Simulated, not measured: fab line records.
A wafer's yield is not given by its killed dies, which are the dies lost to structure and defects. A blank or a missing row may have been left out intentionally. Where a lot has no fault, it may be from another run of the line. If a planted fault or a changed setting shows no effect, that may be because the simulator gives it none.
fab line records / flow sfqLine
record lots=13 wafers=39 lastDay=87
route steps=325 shown I4@164
lots with no fault: from the same line, run without faults
startH: start of the lot's first displayed wafer, in hours after the record's first day / waitH: hours elapsed since this lot's preceding step / " unchanged from the row above / L1.1+2: a single row standing in for several wafers / - no value, or no start was given / * or withheld: withheld / < > ~ a bound
route shown NAME@n: names a module that has steps shown in the file, with the first one's number in the route / usual: average and standard deviation across the fault-free wafers / same: alike in all rows / chamber/n: place in a boat / sites: each site's reading / _std_site: standard deviation of those values / _edge_site: mean of outer sites minus mean of inner sites / radiusMm: for every site, how far away it sits from the centre of the wafer / mask NAME#n: copy n / behind: the tool/chamber that last shaped the wafer / hold: cause of the lot's hold/its duration in hours/its outcome / device: the n, p or np transistor that did not switch / end of line: at the end of the route, the tests of the same wafers / step lacking rows: just its recipe / killed: the dies lost at the first sort to structure and to defects; this is not the yield of the wafer / map: a wafer's dies, x killed, . not, _ none there
set.NAME: the run value of the setting; set.NAME@STEP: its run value at that earlier step / model.NAME: the simulator's own value behind a step, which no gauge read
a sample of lots followed through the steps of the route, with each step as a table and each wafer as a row
services: when a tool's chamber went out of use (startH, in hours from the record's first day, below 0 if earlier), for how many hours, and the reason
## steps
# step SFQ_TRILAYER_I4_CMP_CMP_100
# recipe material=SiO2 downForcePsi=3 platenRpm=60 padVelocityMS=0.94248
# usual motorCurrentA=10.1/1.1 slurryFlowMlMin=150.0/0.46 timeToEndpointS=211/6.9
lot.wafer=L595.4 tool=cmp-02 chamber=0 startH=1037.99 waitH=0.5 motorCurrentA=10.0 slurryFlowMlMin=148.8 timeToEndpointS=202
lot.wafer=L595.3 tool=cmp-02 chamber=1 startH=1037.99 waitH=0.5 motorCurrentA=9.5 slurryFlowMlMin=150.1 timeToEndpointS=207
lot.wafer=L595.5 tool=cmp-02 chamber=0 startH=1039.99 waitH=2.5 motorCurrentA=9.7 slurryFlowMlMin=149.5 timeToEndpointS=209
lot.wafer=L596.4 tool=cmp-02 chamber=3 startH=1040.49 waitH=1.9 motorCurrentA=8.7 slurryFlowMlMin=149.9 timeToEndpointS=218
lot.wafer=L596.2 tool=cmp-02 chamber=0 startH=1040.49 waitH=1.9 motorCurrentA=10.4 slurryFlowMlMin=149.6 timeToEndpointS=205
lot.wafer=L596.5 tool=cmp-02 chamber=0 startH=1042.99 waitH=4.4 motorCurrentA=10.1 slurryFlowMlMin=149.6 timeToEndpointS=214
lot.wafer=L598.3 tool=cmp-02 chamber=0 startH=1043.49 waitH=2.5 motorCurrentA=9.6 slurryFlowMlMin=150.1 timeToEndpointS=212
lot.wafer=L598.5 tool=cmp-02 chamber=0 startH=1045.49 waitH=4.5 motorCurrentA=9.8 slurryFlowMlMin=150.2 timeToEndpointS=204
lot.wafer=L598.6 tool=cmp-02 chamber=1 startH=1045.49 waitH=4.5 motorCurrentA=9.3 slurryFlowMlMin=150.0 timeToEndpointS=207
lot.wafer=L601.3 tool=cmp-01 chamber=1 startH=1219.23 waitH=0.5 motorCurrentA=12.6 slurryFlowMlMin=149.9 timeToEndpointS=197
lot.wafer=L601.2 tool=cmp-01 chamber=2 startH=1219.23 waitH=0.5 motorCurrentA=11.2 slurryFlowMlMin=150.2 timeToEndpointS=205
lot.wafer=L601.1 tool=cmp-01 chamber=3 startH=1219.23 waitH=0.5 motorCurrentA=11.2 slurryFlowMlMin=149.4 timeToEndpointS=209
lot.wafer=L602.3 tool=cmp-01 chamber=3 startH=1221.73 waitH=0.6 motorCurrentA=10.6 slurryFlowMlMin=149.7 timeToEndpointS=207
lot.wafer=L602.1 tool=cmp-01 chamber=2 startH=1223.23 waitH=2.1 motorCurrentA=11.4 slurryFlowMlMin=149.1 timeToEndpointS=212
lot.wafer=L602.5 tool=cmp-01 chamber=0 startH=1224.23 waitH=3.1 motorCurrentA=9.6 slurryFlowMlMin=149.8 timeToEndpointS=214
lot.wafer=L603.2 tool=cmp-01 chamber=0 startH=1225.73 waitH=1.0 motorCurrentA=9.2 slurryFlowMlMin=150.7 timeToEndpointS=202
lot.wafer=L603.3 tool=cmp-01 chamber=1 startH=1225.73 waitH=1.0 motorCurrentA=12.1 slurryFlowMlMin=150.5 timeToEndpointS=214
lot.wafer=L603.5 tool=cmp-01 chamber=3 startH=1227.23 waitH=2.5 motorCurrentA=11.1 slurryFlowMlMin=149.9 timeToEndpointS=211
lot.wafer=L607.1 tool=cmp-02 chamber=2 startH=1239.84 waitH=1.1 motorCurrentA=10.9 slurryFlowMlMin=149.3 timeToEndpointS=210
lot.wafer=L607.3 tool=cmp-02 chamber=0 startH=1240.84 waitH=2.1 motorCurrentA=9.9 slurryFlowMlMin=150.1 timeToEndpointS=204
lot.wafer=L607.4 tool=cmp-02 chamber=1 startH=1240.84 waitH=2.1 motorCurrentA=10.1 slurryFlowMlMin=150.9 timeToEndpointS=216
lot.wafer=L608.3 tool=cmp-01 chamber=3 startH=1241.80 waitH=2.6 motorCurrentA=11.0 slurryFlowMlMin=150.4 timeToEndpointS=202
lot.wafer=L608.2 tool=cmp-01 chamber=1 startH=1242.80 waitH=3.6 motorCurrentA=11.7 slurryFlowMlMin=150.4 timeToEndpointS=209
lot.wafer=L608.4 tool=cmp-01 chamber=2 startH=1242.80 waitH=3.6 motorCurrentA=10.8 slurryFlowMlMin=149.2 timeToEndpointS=199
lot.wafer=L609.3 tool=cmp-02 chamber=3 startH=1243.84 waitH=3.5 motorCurrentA=8.4 slurryFlowMlMin=149.2 timeToEndpointS=206
lot.wafer=L609.4 tool=cmp-02 chamber=0 startH=1243.84 waitH=3.5 motorCurrentA=10.0 slurryFlowMlMin=150.8 timeToEndpointS=210
lot.wafer=L609.5 tool=cmp-02 chamber=1 startH=1243.84 waitH=3.5 motorCurrentA=10.1 slurryFlowMlMin=150.4 timeToEndpointS=224
lot.wafer=L610.2 tool=cmp-02 chamber=3 startH=1258.10 waitH=0.0 motorCurrentA=8.2 slurryFlowMlMin=149.9 timeToEndpointS=212
lot.wafer=L610.3 tool=cmp-02 chamber=2 startH=1259.60 waitH=1.5 motorCurrentA=10.7 slurryFlowMlMin=149.6 timeToEndpointS=212
lot.wafer=L610.6 tool=cmp-02 chamber=3 startH=1259.60 waitH=1.5 motorCurrentA=7.5 slurryFlowMlMin=149.3 timeToEndpointS=216
lot.wafer=L611.2 tool=cmp-02 chamber=2 startH=1261.10 waitH=0.0 motorCurrentA=10.0 slurryFlowMlMin=149.8 timeToEndpointS=208
lot.wafer=L611.4 tool=cmp-02 chamber=0 startH=1262.10 waitH=1.0 motorCurrentA=9.8 slurryFlowMlMin=150.8 timeToEndpointS=209
lot.wafer=L611.6 tool=cmp-02 chamber=3 startH=1263.60 waitH=2.5 motorCurrentA=8.3 slurryFlowMlMin=149.8 timeToEndpointS=213
lot.wafer=L616.2 tool=cmp-02 chamber=3 startH=1441.35 waitH=2.2 motorCurrentA=8.3 slurryFlowMlMin=150.4 timeToEndpointS=197
lot.wafer=L616.5 tool=cmp-02 chamber=3 startH=1443.35 waitH=4.2 motorCurrentA=8.5 slurryFlowMlMin=149.8 timeToEndpointS=205
lot.wafer=L616.6 tool=cmp-02 chamber=0 startH=1443.35 waitH=4.2 motorCurrentA=9.7 slurryFlowMlMin=150.2 timeToEndpointS=211
lot.wafer=L617.3 tool=cmp-02 chamber=1 startH=1560.08 waitH=4.1 motorCurrentA=9.0 slurryFlowMlMin=149.8 timeToEndpointS=221
lot.wafer=L617.5 tool=cmp-02 chamber=2 startH=1560.08 waitH=4.1 motorCurrentA=10.2 slurryFlowMlMin=150.3 timeToEndpointS=234
lot.wafer=L617.6 tool=cmp-02 chamber=3 startH=1560.08 waitH=4.1 motorCurrentA=8.1 slurryFlowMlMin=150.3 timeToEndpointS=224
# step SFQ_I4_BOW_MEAS_927
# recipe mode=bow
# usual I4_BOW=3/8.4
lot.wafer=L595.3 tool=filmMetro-03 chamber=- startH=1040.53 waitH=1.5 I4_BOW[um]=8
lot.wafer=L595.4 tool=filmMetro-03 chamber=- startH=1040.53 waitH=1.5 I4_BOW[um]=8
lot.wafer=L595.5 tool=filmMetro-03 chamber=- startH=1040.53 waitH=1.5 I4_BOW[um]=6
lot.wafer=L596.2 tool=filmMetro-03 chamber=- startH=1043.51 waitH=2.0 I4_BOW[um]=0
lot.wafer=L596.4 tool=filmMetro-03 chamber=- startH=1043.51 waitH=2.0 I4_BOW[um]=14
lot.wafer=L596.5 tool=filmMetro-03 chamber=- startH=1043.51 waitH=2.0 I4_BOW[um]=3
lot.wafer=L598.3 tool=filmMetro-02 chamber=- startH=1046.53 waitH=2.5 I4_BOW[um]=9
lot.wafer=L598.5 tool=filmMetro-02 chamber=- startH=1046.53 waitH=2.5 I4_BOW[um]=11
lot.wafer=L598.6 tool=filmMetro-02 chamber=- startH=1046.53 waitH=2.5 I4_BOW[um]=7
lot.wafer=L601.1 tool=filmMetro-03 chamber=- startH=1221.73 waitH=1.0 I4_BOW[um]=2
lot.wafer=L601.2 tool=filmMetro-03 chamber=- startH=1221.73 waitH=1.0 I4_BOW[um]=0
lot.wafer=L601.3 tool=filmMetro-03 chamber=- startH=1221.73 waitH=1.0 I4_BOW[um]=7
lot.wafer=L602.1 tool=filmMetro-01 chamber=- startH=1224.73 waitH=1.0 I4_BOW[um]=5
lot.wafer=L602.3 tool=filmMetro-01 chamber=- startH=1224.73 waitH=1.0 I4_BOW[um]=6
lot.wafer=L602.5 tool=filmMetro-01 chamber=- startH=1224.73 waitH=1.0 I4_BOW[um]=6
lot.wafer=L603.2 tool=filmMetro-01 chamber=- startH=1227.75 waitH=1.5 I4_BOW[um]=-3
lot.wafer=L603.3 tool=filmMetro-01 chamber=- startH=1227.75 waitH=1.5 I4_BOW[um]=2
lot.wafer=L603.5 tool=filmMetro-01 chamber=- startH=1227.75 waitH=1.5 I4_BOW[um]=-8
lot.wafer=L607.1 tool=filmMetro-02 chamber=- startH=1242.84 waitH=2.5 I4_BOW[um]=23
lot.wafer=L607.3 tool=filmMetro-02 chamber=- startH=1242.84 waitH=2.5 I4_BOW[um]=20
lot.wafer=L607.4 tool=filmMetro-02 chamber=- startH=1242.84 waitH=2.5 I4_BOW[um]=23
lot.wafer=L608.2 tool=filmMetro-01 chamber=- startH=1244.82 waitH=1.5 I4_BOW[um]=3
lot.wafer=L608.3 tool=filmMetro-01 chamber=- startH=1244.82 waitH=1.5 I4_BOW[um]=9
lot.wafer=L608.4 tool=filmMetro-01 chamber=- startH=1244.82 waitH=1.5 I4_BOW[um]=13
lot.wafer=L608.2 tool=filmMetro-01 chamber=- startH=1246.14 waitH=1.3 I4_BOW[um]=-
lot.wafer=L608.3 tool=filmMetro-01 chamber=- startH=1246.14 waitH=1.3 I4_BOW[um]=-
lot.wafer=L608.4 tool=filmMetro-01 chamber=- startH=1246.14 waitH=1.3 I4_BOW[um]=-
lot.wafer=L609.3 tool=filmMetro-03 chamber=- startH=1245.88 waitH=1.5 I4_BOW[um]=14
lot.wafer=L609.4 tool=filmMetro-03 chamber=- startH=1245.88 waitH=1.5 I4_BOW[um]=13
lot.wafer=L609.5 tool=filmMetro-03 chamber=- startH=1245.88 waitH=1.5 I4_BOW[um]=9
lot.wafer=L610.2 tool=filmMetro-01 chamber=- startH=1261.12 waitH=2.5 I4_BOW[um]=10
lot.wafer=L610.3 tool=filmMetro-01 chamber=- startH=1261.12 waitH=2.5 I4_BOW[um]=7
lot.wafer=L610.6 tool=filmMetro-01 chamber=- startH=1261.12 waitH=2.5 I4_BOW[um]=13
lot.wafer=L611.2 tool=filmMetro-03 chamber=- startH=1264.12 waitH=2.5 I4_BOW[um]=-7
lot.wafer=L611.4 tool=filmMetro-03 chamber=- startH=1264.12 waitH=2.5 I4_BOW[um]=-10
lot.wafer=L611.6 tool=filmMetro-03 chamber=- startH=1264.12 waitH=2.5 I4_BOW[um]=-2
lot.wafer=L616.2 tool=filmMetro-01 chamber=- startH=1444.37 waitH=2.5 I4_BOW[um]=18
lot.wafer=L616.5 tool=filmMetro-01 chamber=- startH=1444.37 waitH=2.5 I4_BOW[um]=15
lot.wafer=L616.6 tool=filmMetro-01 chamber=- startH=1444.37 waitH=2.5 I4_BOW[um]=10
lot.wafer=L617.3 tool=filmMetro-01 chamber=- startH=1561.62 waitH=1.0 I4_BOW[um]=-3
lot.wafer=L617.5 tool=filmMetro-01 chamber=- startH=1561.62 waitH=1.0 I4_BOW[um]=-10
lot.wafer=L617.6 tool=filmMetro-01 chamber=- startH=1561.62 waitH=1.0 I4_BOW[um]=-8
# step SFQ_TRILAYER_I4_METRO_MEASURE_101
# usual thkNm=199.5/0.9
lot.wafer=L595.3 tool=filmMetro-03 chamber=- startH=1041.01 waitH=0.5 thkNm=200.3
lot.wafer=L595.4 tool=filmMetro-03 chamber=- startH=1041.01 waitH=0.5 thkNm=199.3
lot.wafer=L595.5 tool=filmMetro-03 chamber=- startH=1041.01 waitH=0.5 thkNm=199.9
lot.wafer=L596.2 tool=filmMetro-03 chamber=- startH=1043.81 waitH=0.3 thkNm=198.9
lot.wafer=L596.4 tool=filmMetro-03 chamber=- startH=1043.81 waitH=0.3 thkNm=198.0
lot.wafer=L596.5 tool=filmMetro-03 chamber=- startH=1043.81 waitH=0.3 thkNm=197.4
lot.wafer=L598.3 tool=filmMetro-02 chamber=- startH=1047.01 waitH=0.5 thkNm=198.8
lot.wafer=L598.5 tool=filmMetro-02 chamber=- startH=1047.01 waitH=0.5 thkNm=198.5
lot.wafer=L598.6 tool=filmMetro-02 chamber=- startH=1047.01 waitH=0.5 thkNm=200.4
lot.wafer=L601.1 tool=filmMetro-03 chamber=- startH=1221.85 waitH=0.1 thkNm=199.4
lot.wafer=L601.2 tool=filmMetro-03 chamber=- startH=1221.85 waitH=0.1 thkNm=198.9
lot.wafer=L601.3 tool=filmMetro-03 chamber=- startH=1221.85 waitH=0.1 thkNm=199.5
lot.wafer=L602.1 tool=filmMetro-01 chamber=- startH=1224.85 waitH=0.1 thkNm=200.8
lot.wafer=L602.3 tool=filmMetro-01 chamber=- startH=1224.85 waitH=0.1 thkNm=201.4
lot.wafer=L602.5 tool=filmMetro-01 chamber=- startH=1224.85 waitH=0.1 thkNm=201.0
lot.wafer=L603.2 tool=filmMetro-01 chamber=- startH=1228.05 waitH=0.3 thkNm=198.5
lot.wafer=L603.3 tool=filmMetro-01 chamber=- startH=1228.05 waitH=0.3 thkNm=200.2
lot.wafer=L603.5 tool=filmMetro-01 chamber=- startH=1228.05 waitH=0.3 thkNm=198.4
lot.wafer=L607.1 tool=filmMetro-02 chamber=- startH=1242.96 waitH=0.1 thkNm=199.6
lot.wafer=L607.3 tool=filmMetro-02 chamber=- startH=1242.96 waitH=0.1 thkNm=199.1
lot.wafer=L607.4 tool=filmMetro-02 chamber=- startH=1242.96 waitH=0.1 thkNm=200.2
lot.wafer=L609.3 tool=filmMetro-03 chamber=- startH=1246.36 waitH=0.5 thkNm=198.3
lot.wafer=L609.4 tool=filmMetro-03 chamber=- startH=1246.36 waitH=0.5 thkNm=199.2
lot.wafer=L609.5 tool=filmMetro-03 chamber=- startH=1246.36 waitH=0.5 thkNm=200.5
lot.wafer=L608.2 tool=filmMetro-01 chamber=- startH=1247.89 waitH=1.7 thkNm=199.7
lot.wafer=L608.3 tool=filmMetro-01 chamber=- startH=1247.89 waitH=1.7 thkNm=198.9
lot.wafer=L608.4 tool=filmMetro-01 chamber=- startH=1247.89 waitH=1.7 thkNm=220.7
lot.wafer=L608.2 tool=filmMetro-01 chamber=- startH=1249.32 waitH=1.2 thkNm=199.5
lot.wafer=L608.3 tool=filmMetro-01 chamber=- startH=1249.32 waitH=1.2 thkNm=198.9
lot.wafer=L608.4 tool=filmMetro-01 chamber=- startH=1249.32 waitH=1.2 thkNm=220.7
lot.wafer=L610.2 tool=filmMetro-01 chamber=- startH=1261.42 waitH=0.3 thkNm=199.4
lot.wafer=L610.3 tool=filmMetro-01 chamber=- startH=1261.42 waitH=0.3 thkNm=200.2
lot.wafer=L610.6 tool=filmMetro-01 chamber=- startH=1261.42 waitH=0.3 thkNm=198.8
lot.wafer=L611.2 tool=filmMetro-03 chamber=- startH=1264.42 waitH=0.3 thkNm=200.0
lot.wafer=L611.4 tool=filmMetro-03 chamber=- startH=1264.42 waitH=0.3 thkNm=198.4
lot.wafer=L611.6 tool=filmMetro-03 chamber=- startH=1264.42 waitH=0.3 thkNm=200.1
lot.wafer=L616.2 tool=filmMetro-01 chamber=- startH=1444.67 waitH=0.3 thkNm=199.3
lot.wafer=L616.5 tool=filmMetro-01 chamber=- startH=1444.67 waitH=0.3 thkNm=198.0
lot.wafer=L616.6 tool=filmMetro-01 chamber=- startH=1444.67 waitH=0.3 thkNm=198.5
lot.wafer=L617.3 tool=filmMetro-01 chamber=- startH=1562.10 waitH=0.5 thkNm=199.5
lot.wafer=L617.5 tool=filmMetro-01 chamber=- startH=1562.10 waitH=0.5 thkNm=199.8
lot.wafer=L617.6 tool=filmMetro-01 chamber=- startH=1562.10 waitH=0.5 thkNm=197.1
# step SFQ_TRILAYER_I4_VIA_ETCH_VIA_ETCH_106
# recipe target=SiO2 stopOn=Nb maskMaterial=PR taperDeg=20 chemistry=CHF3 targetDepthNm=260 sourceW=500 biasW=80 pressureMtorr=30 timeS=withheld
# usual drypumpMotorCurrentA=5.8/0.4 oesProductAu=0.853/0.0049
lot.wafer=L595.3 tool=rieDiel-01 chamber=0 startH=1045.03 waitH=0.0 drypumpMotorCurrentA=5.6 oesProductAu=0.855
lot.wafer=L595.4 tool=rieDiel-01 chamber=1 startH=1045.03 waitH=0.0 drypumpMotorCurrentA=5.2 oesProductAu=0.856
lot.wafer=L595.5 tool=rieDiel-01 chamber=1 startH=1045.03 waitH=0.0 drypumpMotorCurrentA=5.2 oesProductAu=0.863
lot.wafer=L596.2 tool=rieDiel-02 chamber=1 startH=1047.13 waitH=0.0 drypumpMotorCurrentA=5.8 oesProductAu=0.862
lot.wafer=L596.4 tool=rieDiel-02 chamber=2 startH=1047.13 waitH=0.0 drypumpMotorCurrentA=6.5 oesProductAu=0.844
lot.wafer=L596.5 tool=rieDiel-02 chamber=0 startH=1047.13 waitH=0.0 drypumpMotorCurrentA=5.4 oesProductAu=0.851
lot.wafer=L598.3 tool=rieDiel-04 chamber=1 startH=1050.13 waitH=0.0 drypumpMotorCurrentA=6.1 oesProductAu=0.849
lot.wafer=L598.5 tool=rieDiel-04 chamber=3 startH=1050.13 waitH=0.0 drypumpMotorCurrentA=5.8 oesProductAu=0.850
lot.wafer=L598.6 tool=rieDiel-04 chamber=1 startH=1050.13 waitH=0.0 drypumpMotorCurrentA=6.2 oesProductAu=0.859
lot.wafer=L601.1 tool=rieDiel-01 chamber=2 startH=1225.37 waitH=0.0 drypumpMotorCurrentA=6.4 oesProductAu=0.849
lot.wafer=L601.2 tool=rieDiel-01 chamber=3 startH=1225.37 waitH=0.0 drypumpMotorCurrentA=5.4 oesProductAu=0.851
lot.wafer=L601.3 tool=rieDiel-01 chamber=0 startH=1225.37 waitH=0.0 drypumpMotorCurrentA=5.6 oesProductAu=0.851
lot.wafer=L602.1 tool=rieDiel-04 chamber=3 startH=1228.92 waitH=0.0 drypumpMotorCurrentA=5.8 oesProductAu=0.849
lot.wafer=L602.3 tool=rieDiel-04 chamber=0 startH=1228.92 waitH=0.0 drypumpMotorCurrentA=5.8 oesProductAu=0.860
lot.wafer=L602.5 tool=rieDiel-04 chamber=0 startH=1228.92 waitH=0.0 drypumpMotorCurrentA=5.9 oesProductAu=0.861
lot.wafer=L603.2 tool=rieDiel-04 chamber=3 startH=1232.52 waitH=0.0 drypumpMotorCurrentA=5.8 oesProductAu=0.852
lot.wafer=L603.3 tool=rieDiel-04 chamber=1 startH=1232.52 waitH=0.0 drypumpMotorCurrentA=6.2 oesProductAu=0.845
lot.wafer=L603.5 tool=rieDiel-04 chamber=2 startH=1232.52 waitH=0.0 drypumpMotorCurrentA=6.2 oesProductAu=0.857
lot.wafer=L607.1 tool=rieDiel-02 chamber=0 startH=1252.30 waitH=0.0 drypumpMotorCurrentA=5.4 oesProductAu=0.853
lot.wafer=L607.3 tool=rieDiel-02 chamber=3 startH=1252.30 waitH=0.0 drypumpMotorCurrentA=5.1 oesProductAu=0.857
lot.wafer=L607.4 tool=rieDiel-02 chamber=2 startH=1252.30 waitH=0.0 drypumpMotorCurrentA=6.5 oesProductAu=0.859
lot.wafer=L608.2 tool=rieDiel-01 chamber=2 startH=1254.70 waitH=0.0 drypumpMotorCurrentA=6.4 oesProductAu=0.849
lot.wafer=L608.3 tool=rieDiel-01 chamber=1 startH=1254.70 waitH=0.0 drypumpMotorCurrentA=5.2 oesProductAu=0.857
lot.wafer=L608.4 tool=rieDiel-01 chamber=3 startH=1254.70 waitH=0.0 drypumpMotorCurrentA=5.4 oesProductAu=0.899
lot.wafer=L609.3 tool=rieDiel-02 chamber=0 startH=1255.90 waitH=0.0 drypumpMotorCurrentA=5.4 oesProductAu=0.859
lot.wafer=L609.4 tool=rieDiel-02 chamber=3 startH=1255.90 waitH=0.0 drypumpMotorCurrentA=5.1 oesProductAu=0.863
lot.wafer=L609.5 tool=rieDiel-02 chamber=0 startH=1255.90 waitH=0.0 drypumpMotorCurrentA=5.4 oesProductAu=0.860
lot.wafer=L610.2 tool=rieDiel-04 chamber=3 startH=1264.90 waitH=0.0 drypumpMotorCurrentA=5.8 oesProductAu=0.858
lot.wafer=L610.3 tool=rieDiel-04 chamber=1 startH=1264.90 waitH=0.0 drypumpMotorCurrentA=6.2 oesProductAu=0.855
lot.wafer=L610.6 tool=rieDiel-04 chamber=1 startH=1264.90 waitH=0.0 drypumpMotorCurrentA=6.1 oesProductAu=0.850
lot.wafer=L611.2 tool=rieDiel-02 chamber=2 startH=1267.75 waitH=0.0 drypumpMotorCurrentA=6.5 oesProductAu=0.853
lot.wafer=L611.4 tool=rieDiel-02 chamber=1 startH=1267.75 waitH=0.0 drypumpMotorCurrentA=5.8 oesProductAu=0.847
lot.wafer=L611.6 tool=rieDiel-02 chamber=3 startH=1267.75 waitH=0.0 drypumpMotorCurrentA=5.1 oesProductAu=0.851
lot.wafer=L616.2 tool=rieDiel-01 chamber=3 startH=1457.05 waitH=0.0 drypumpMotorCurrentA=5.4 oesProductAu=0.857
lot.wafer=L616.5 tool=rieDiel-01 chamber=2 startH=1457.05 waitH=0.0 drypumpMotorCurrentA=6.3 oesProductAu=0.852
lot.wafer=L616.6 tool=rieDiel-01 chamber=3 startH=1457.05 waitH=0.0 drypumpMotorCurrentA=5.4 oesProductAu=0.849
lot.wafer=L617.3 tool=rieDiel-04 chamber=0 startH=1690.98 waitH=0.2 drypumpMotorCurrentA=5.8 oesProductAu=0.847
lot.wafer=L617.5 tool=rieDiel-04 chamber=0 startH=1690.98 waitH=0.2 drypumpMotorCurrentA=5.8 oesProductAu=0.854
lot.wafer=L617.6 tool=rieDiel-04 chamber=0 startH=1690.98 waitH=0.2 drypumpMotorCurrentA=5.8 oesProductAu=0.849
## services
tool=filmMetro-01 chamber=- startH=1019.55 hours=0.9 kind=pm
tool=cmp-02 chamber=- startH=1071.37 hours=1.0 kind=repair
tool=cmp-02 chamber=- startH=1091.21 hours=4.0 kind=pm
tool=cmp-02 chamber=- startH=1092.74 hours=9.9 kind=repair
tool=filmMetro-01 chamber=- startH=1095.85 hours=0.6 kind=pm
tool=cmp-02 chamber=- startH=1107.90 hours=2.4 kind=repair
tool=cmp-02 chamber=- startH=1170.33 hours=4.4 kind=pm
tool=filmMetro-01 chamber=- startH=1220.78 hours=1.1 kind=pm
tool=cmp-02 chamber=- startH=1230.56 hours=1.1 kind=repair
tool=cmp-02 chamber=- startH=1251.88 hours=2.5 kind=repair
tool=filmMetro-01 chamber=- startH=1263.68 hours=0.9 kind=pm
tool=cmp-02 chamber=- startH=1286.89 hours=3.9 kind=repair
tool=filmMetro-01 chamber=- startH=1322.29 hours=1.3 kind=pm
tool=filmMetro-01 chamber=- startH=1340.85 hours=0.7 kind=pm
tool=cmp-02 chamber=- startH=1351.83 hours=7.3 kind=pm
tool=cmp-02 chamber=- startH=1360.45 hours=2.6 kind=repair
tool=cmp-02 chamber=- startH=1365.60 hours=1.1 kind=repair
tool=cmp-02 chamber=- startH=1391.29 hours=0.7 kind=repair
tool=cmp-02 chamber=- startH=1431.35 hours=4.0 kind=pm
tool=cmp-02 chamber=- startH=1467.74 hours=2.3 kind=repair
tool=cmp-02 chamber=- startH=1539.07 hours=3.7 kind=pm
tool=cmp-02 chamber=- startH=1551.83 hours=3.7 kind=repair
tool=cmp-02 chamber=- startH=1680.33 hours=0.8 kind=repair
tool=cmp-02 chamber=- startH=1686.45 hours=4.8 kind=repair
## key
firstSign step=SFQ_I4_BOW_MEAS_927 reading=visit direction=added
effect step=SFQ_TRILAYER_I4_METRO_MEASURE_101 reading=visit direction=added
effect step=SFQ_TRILAYER_I4_METRO_MEASURE_101 reading=thkNm direction=up sigmas=24 usual=199.5 struck=220.7
effect step=SFQ_TRILAYER_I4_VIA_ETCH_VIA_ETCH_106 reading=oesProductAu direction=up sigmas=9.3 usual=0.853 struck=0.899
metAt SFQ_TRILAYER_I4_CMP_CMP_100
struckLots L608
struckWafers L608.4
onsetBetween 1221.73 1241.80
fault kind=processParameterDrift tool=cmp-01 chamber=2 onsetH=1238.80 steps=SFQ_TRILAYER_I4_CMP_CMP_100 channel=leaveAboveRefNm offset=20 shape=step endH=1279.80 actsIn=theseRecipesOnly stated=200
